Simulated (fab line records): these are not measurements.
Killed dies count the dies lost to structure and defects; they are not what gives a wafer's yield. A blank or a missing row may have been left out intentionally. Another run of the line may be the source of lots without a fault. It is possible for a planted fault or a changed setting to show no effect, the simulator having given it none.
Which tool is to blame? -- flow gf180mcu -- 12 lots, 36 wafers sampled, at 6 steps of a route of 602

== WHAT EACH GAUGE READ, for each wafer ==
GF_HV_LDD_OVL_MEAS_32.
lot,measured,on,HV_LDD_02_OVL (nm)
L912,day 11 15:10,overlay-02,-2.8 0.0 0.2
L916,day 12 23:46,overlay-02,2.1 2.1 -1.2
L917,day 13 04:46,overlay-01,-3.0 -1.6 -2.8
L918,day 13 19:19,overlay-01,2.1 0.5 1.4
L923,day 15 11:57,overlay-02,1.5 1.3 0.9
L924,day 15 12:52,overlay-02,-0.6 -0.5 -0.6
L925,day 15 22:31,overlay-01,-1.0 -1.4 -0.1
L926,day 16 07:20,overlay-01,-1.6 2.1 -1.4
L927,day 16 16:19,overlay-01,1.9 0.8 0.4
L928,day 16 23:25,overlay-02,-1.6 -2.3 -2.3
L932,day 18 08:26,overlay-01,-1.1 -2.4 -1.3
L935,day 19 06:37,overlay-01,2.5 -0.8 2.0

GF_HV_LDD_TW_MEAS_38.
lot,measured,on,HV_LDD_3_TW
L912,day 11 15:58,film-metro-04,1435 1433 1424
L916,day 13 00:31,film-metro-04,1432 1428 1426
L917,day 13 05:30,film-metro-03,1401 1401 1400
L918,day 13 20:03,film-metro-02,1441 1440 1441
L923,day 15 12:41,film-metro-04,1500 1494 1488
L924,day 15 13:37,film-metro-04,1433 1434 1433
L925,day 15 23:15,film-metro-03,1475 1484 1475
L926,day 16 08:04,film-metro-03,1483 1477 1477
L927,day 16 17:03,film-metro-02,1445 1447 1434
L928,day 17 00:10,film-metro-04,1425 1435 1432
L932,day 18 09:10,film-metro-04,1426 1422 1424
L935,day 19 07:22,film-metro-03,1422 1423 1424

GF_HV_LDD_RS_MEAS_53: measurement is done with a four-point probe.
lot,measured,on,HV_LDD_RS (ohm/sq)
L912,day 12 11:17,film-metro-02,417.2 417.1 417.8
L916,day 13 21:39,film-metro-04,419.5 421.3 418.9
L917,day 14 02:16,film-metro-02,419.1 420.3 419.1
L918,day 14 17:52,film-metro-04,419.4 418.2 417.9
L923,day 16 10:47,film-metro-03,407.9 407.5 408.4
L924,day 16 12:18,film-metro-02,418.2 418.5 419.1
L925,day 16 22:08,film-metro-02,406.9 407.4 407.3
L926,day 17 07:20,film-metro-03,407.9 407.3 407.6
L927,day 17 16:22,film-metro-03,417.7 417.1 416.8
L928,day 17 23:37,film-metro-04,418.2 419.0 417.3
L932,day 19 09:31,film-metro-04,419.1 419.1 420.0
L935,day 20 08:16,film-metro-02,417.2 417.2 416.6

== TOOL THAT RAN EACH LOT (tool first, then ch and the chambers of the sampled wafers, then the start) ==
lot,GF_POLY_GATE_ETCH_13,GF_POLY_GATE_STRIP_14,GF_HV_LDD_IMPLANT_36
L912,"rie-si-02 ch 1,3, day 9 05:02","plasma-asher-04 ch 0,1, day 9 05:06","implanter-02 ch 0, day 11 15:40"
L916,"rie-si-01 ch 0,2, day 10 13:07","plasma-asher-04 ch 0,1, day 10 13:10","implanter-03 ch 0, day 13 00:16"
L917,"rie-si-02 ch 1,2,3, day 10 16:53","plasma-asher-01 ch 0, day 10 16:56","implanter-01 ch 0, day 13 05:16"
L918,"rie-si-01 ch 0,1, day 11 05:37","plasma-asher-02 ch 0, day 11 05:40","implanter-02 ch 0, day 13 19:48"
L923,"rie-si-01 ch 0,2, day 12 17:58","plasma-asher-02 ch 1, day 12 18:01","implanter-02 ch 0, day 15 12:26"
L924,"rie-si-02 ch 0,3, day 12 18:10","plasma-asher-01 ch 0,1, day 12 18:15","implanter-03 ch 0, day 15 13:23"
L925,"rie-si-01 ch 0,3, day 13 06:19","plasma-asher-01 ch 0,1, day 13 06:22","implanter-02 ch 0, day 15 23:00"
L926,"rie-si-02 ch 0,2, day 13 12:13","plasma-asher-04 ch 0,1, day 13 12:18","implanter-02 ch 0, day 16 07:51"
L927,"rie-si-01 ch 0,1,3, day 13 22:17","plasma-asher-02 ch 0,1, day 13 22:20","implanter-03 ch 0, day 16 16:48"
L928,"rie-si-01 ch 1,2,3, day 14 03:59","plasma-asher-02 ch 0,1, day 14 04:02","implanter-03 ch 0, day 16 23:56"
L932,"rie-si-02 ch 1,3, day 15 07:53","plasma-asher-01 ch 0,1, day 15 07:59","implanter-01 ch 0, day 18 08:57"
L935,"rie-si-01 ch 0,3, day 16 05:49","plasma-asher-01 ch 0,1, day 16 05:54","implanter-02 ch 0, day 19 07:08"
- GF_POLY_GATE_ETCH_13: etches poly-Si in HBr/Cl2, stops on SiO2, target depth 198.5 nm, time 69.6 s.
- GF_POLY_GATE_STRIP_14: strips in O2/N2.
- GF_HV_LDD_IMPLANT_36

== AS READ BY THE TOOLS THEMSELVES (means over the sampled wafers that have a number; for cases with no such wafer, the mark the record gives instead) ==
GF_POLY_GATE_ETCH_13.
lot,tool,HBr_flow_sccm (sccm),drypump-motor-current-A (A),oes-product-au (a.u.),throttle-valve-pct (%)
L912,rie-si-02,150.2,5.4,0.997,33.681
L916,rie-si-01,150.0,5.5,0.981,33.682
L917,rie-si-02,149.8,5.8,0.998,33.687
L918,rie-si-01,150.2,5.6,0.984,33.679
L923,rie-si-01,150.0,5.4,0.994,33.689
L924,rie-si-02,149.8,5.7,0.986,33.688
L925,rie-si-01,150.1,5.3,0.998,33.685
L926,rie-si-02,149.5,6.1,1.007,33.685
L927,rie-si-01,149.7,5.4,0.988,33.688
L928,rie-si-01,150.0,5.5,0.977,33.685
L932,rie-si-02,150.1,5.4,0.990,33.681
L935,rie-si-01,150.1,5.3,0.991,33.682

GF_POLY_GATE_STRIP_14.
lot,tool,drypump-motor-current-A (A),heater-power-w (W),oes-product-au (a.u.)
L912,plasma-asher-04,5.67,333,0.507
L916,plasma-asher-04,5.66,334,0.505
L917,plasma-asher-01,6.37,410,0.499
L918,plasma-asher-02,5.52,330,0.505
L923,plasma-asher-02,5.59,293,0.503
L924,plasma-asher-01,6.22,396,0.508
L925,plasma-asher-01,6.05,370,0.501
L926,plasma-asher-04,5.59,320,0.510
L927,plasma-asher-02,5.58,303,0.507
L928,plasma-asher-02,5.54,318,0.500
L932,plasma-asher-01,6.21,398,0.501
L935,plasma-asher-01,6.21,394,0.505

GF_HV_LDD_IMPLANT_36.
lot,tool,dose-ions-cm2,faraday-current-uA
L912,implanter-02,7.491e+12,42.5
L916,implanter-03,7.506e+12,41.9
L917,implanter-01,7.493e+12,42.9
L918,implanter-02,7.499e+12,42.2
L923,implanter-02,1.175e+13,67.1
L924,implanter-03,7.510e+12,43.7
L925,implanter-02,1.174e+13,66.4
L926,implanter-02,1.175e+13,65.7
L927,implanter-03,7.489e+12,41.5
L928,implanter-03,7.500e+12,42.3
L932,implanter-01,7.515e+12,41.8
L935,implanter-02,7.495e+12,42.0

== THE ANSWER, worked out from the rows above alone ==
Rule: what is usual is taken from the lots themselves. The widest of any qualifying gaps counts: lots, ordered by their means at a reading, are off when they make up no more than a third of the lots, leave a main group of 4 or more, and stand apart from it by 3 or more times the standard deviation of that group's means. A main group is skipped when, at the precision printed for the reading in the tables above, its means are all equal. Also off: a lot with no number at a reading for which 4 or more lots have one. The other lots that the step has rows for count as sound. The gauges are gone through in route order, then the tools' own readings, and for those a lot's mean is taken as printed above. The first step at which some lot is off is used, and at that step the reading that is off furthest; a lot without a number counts as furthest.
Off: L923, L925, L926, seen at GF_HV_LDD_TW_MEAS_38 (HV_LDD_3_TW). Mean 1428 and standard deviation 11 in the main group.
If a tool, at a process step before that reading, ran all the lots that are off and no sound lot after the first of them, it fits. Not tried: the gauges at GF_HV_LDD_TW_MEAS_38; whatever is off there is also off at GF_HV_LDD_IMPLANT_36, on other tools, and gauge error can't account for it. Not one of the candidates tried fits.

== WHAT THE SIMULATOR PUT IN ==
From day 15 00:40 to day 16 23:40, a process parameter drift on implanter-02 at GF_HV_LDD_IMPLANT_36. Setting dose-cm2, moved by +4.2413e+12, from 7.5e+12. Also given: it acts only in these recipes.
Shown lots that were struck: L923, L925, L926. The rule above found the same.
